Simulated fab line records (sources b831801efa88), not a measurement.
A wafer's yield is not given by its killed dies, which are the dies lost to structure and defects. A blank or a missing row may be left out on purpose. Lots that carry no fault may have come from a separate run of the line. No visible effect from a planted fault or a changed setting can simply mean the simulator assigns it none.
One fault through the eyes of 2 desks | flow sfqLine | what lay behind the numbers comes last; until then each desk has only its own

== METROLOGY DESK ==
What the gauges read for every lot (on any tool): the sampled wafers with a number, averaged. A lot is out of limits, marked OUT, if its mean lies more than 4 standard deviations from the usual mean; the brackets give that distance.
Columns: A = M5_OVL at SFQ_M5_OVL_MEAS_932, usual -2 nm
lot  | first seen here | A
L897 | day 49 11:25    | 3
L900 | day 53 01:38    | -2
L903 | day 59 20:15    | -5
L904 | day 60 01:03    | -4
L908 | day 61 22:30    | 2
L914 | day 70 00:07    | -7
This desk's verdict: no lot among the 6 shows anything out of limits.

== AT THE TOOL OWNER'S DESK: pecvd-03 ==
The tool's own readings at SFQ_TRILAYER_A5B_DEP_PECVD_129 (deposits SiO2 from SiH4/N2O, time 133.33 s, target thk 600 nm): means of the sampled wafers that have a number, for each lot that ran on this tool. A lot is out of limits, marked OUT, if its mean lies more than 4 standard deviations from the usual mean; the brackets give that distance.
Columns: A = chamberPressureTorr at SFQ_TRILAYER_A5B_DEP_PECVD_129, usual 2.400 Torr; B = heaterPowerW at SFQ_TRILAYER_A5B_DEP_PECVD_129, usual 89 W; C = rfFwdPowerW at SFQ_TRILAYER_A5B_DEP_PECVD_129, usual 182.3 W; D = throttleValvePct at SFQ_TRILAYER_A5B_DEP_PECVD_129, usual 24.1 %
lot  | first seen here | A     | B   | C               | D
L897 | day 49 12:28    | 2.397 | 72  | 183.1           | 23.4
L903 | day 59 21:19    | 2.396 | 94  | 162.5 (-35) OUT | 22.5
L904 | day 60 02:07    | 2.398 | 106 | 172.5 (-17) OUT | 23.7
This desk's finding: out of limits on L903, L904; first on L903, day 59 21:19 (rfFwdPowerW at SFQ_TRILAYER_A5B_DEP_PECVD_129). L897: within limits.

== ALL TOGETHER ==
The tool owner's desk had the chance to raise an alarm at day 59 21:19 on L903, L904.
Metrology desk: nothing out of limits seen.
The metrology desk has L903, L904 on record, within its limits.
The lots listed all ran SFQ_TRILAYER_A5B_DEP_PECVD_129 on pecvd-03.

== WHAT HAD BEEN PUT IN BY THE SIMULATOR ==
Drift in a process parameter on pecvd-03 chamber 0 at SFQ_TRILAYER_A5B_DEP_PECVD_129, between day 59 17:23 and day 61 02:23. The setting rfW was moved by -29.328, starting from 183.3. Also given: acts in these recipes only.
Shown lots that were struck: L903, L904.
Delay in hours, fault start to first out-of-limits reading, by desk: the tool owner's desk at 4.
